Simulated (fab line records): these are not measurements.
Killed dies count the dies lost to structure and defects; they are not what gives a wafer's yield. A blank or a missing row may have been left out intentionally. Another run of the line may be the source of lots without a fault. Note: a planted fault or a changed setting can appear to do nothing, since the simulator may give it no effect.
Matching of chambers | flow sfqLine | 4 sister chambers for SFQ_TRILAYER_I2_VIA_BARC_OPEN_VIA_ETCH_096 on rieDiel-04
The step etches BARC in O2, target depth 125 nm, time 41.7 s. 14 wafers are shown with their chamber, then 7 later ones without.

WAFERS WITH THEIR CHAMBER
wafer  | chamber | drypumpMotorCurrentA (A) | runLengthS (s) | oesProductAu (a.u.)
L939.1 | 1       | 5.3                      | 70.2           | 0.690
L939.3 | 3       | 6.6                      | 70.3           | 0.689
L939.5 | 1       | 5.3                      | 69.5           | 0.676
L941.3 | 0       | 5.3                      | 69.3           | 0.686
L941.4 | 3       | 6.6                      | 71.0           | 0.684
L941.6 | 0       | 5.4                      | 70.1           | 0.685
L944.1 | 0       | 5.3                      | 69.7           | 0.687
L944.3 | 2       | 5.5                      | 70.2           | 0.689
L944.5 | 1       | 5.3                      | 69.7           | 0.688
L951.1 | 2       | 5.5                      | 70.2           | 0.686
L951.2 | 0       | 5.4                      | 69.9           | 0.686
L951.3 | 3       | 6.6                      | 70.8           | 0.690
L953.1 | 0       | 5.4                      | 69.5           | 0.684
L953.2 | 2       | 5.5                      | 69.9           | 0.689

SIGNATURES (averages over the wafers above)
reading              | chamber 0 | chamber 1 | chamber 2 | chamber 3 | scatter within a chamber
drypumpMotorCurrentA | 5.360     | 5.300     | 5.500     | 6.600     | 0.0346
runLengthS           | 69.700    | 69.800    | 70.100    | 70.700    | 0.313
oesProductAu         | 0.68560   | 0.68467   | 0.68800   | 0.68767   | 0.00383
Rule: for a wafer and a chamber, the distance is found by dividing, reading by reading, the gap between the wafer's reading and the chamber's mean by the reading's scatter, squaring, summing and taking the root. If the next closest chamber is less than 2 further off than the closest, the wafer can't be placed; otherwise it belongs to the closest. The scatter: the root of (the sum of the squares of (reading less its chamber's mean) over the shown wafers, divided by (wafers less chambers)).

WAFERS WHOSE CHAMBER IS MISSING
wafer  | drypumpMotorCurrentA (A) | runLengthS (s) | oesProductAu (a.u.)
L953.4 | 6.7                      | 70.7           | 0.689
L957.3 | 5.4                      | 69.4           | 0.689
L957.5 | 5.5                      | 70.6           | 0.686
L957.6 | 6.6                      | 70.3           | 0.687
L958.1 | 6.6                      | 70.4           | 0.678
L958.2 | 5.5                      | 69.9           | 0.681
L958.5 | 6.6                      | 70.5           | 0.680

WHICH CHAMBER EACH WENT THROUGH
wafer  | from the rows above          | in truth
L953.4 | 3                            | 3
L957.3 | can't be placed: 0 or 1 or 2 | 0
L957.5 | 2                            | 2
L957.6 | 3                            | 3
L958.1 | 3                            | 3
L958.2 | 2                            | 2
L958.5 | 3                            | 3
Correct placement for 6 of the 7. From these rows, 1 cannot be placed; in 1 the true chamber is one of the candidates. Placed wrongly: 0.
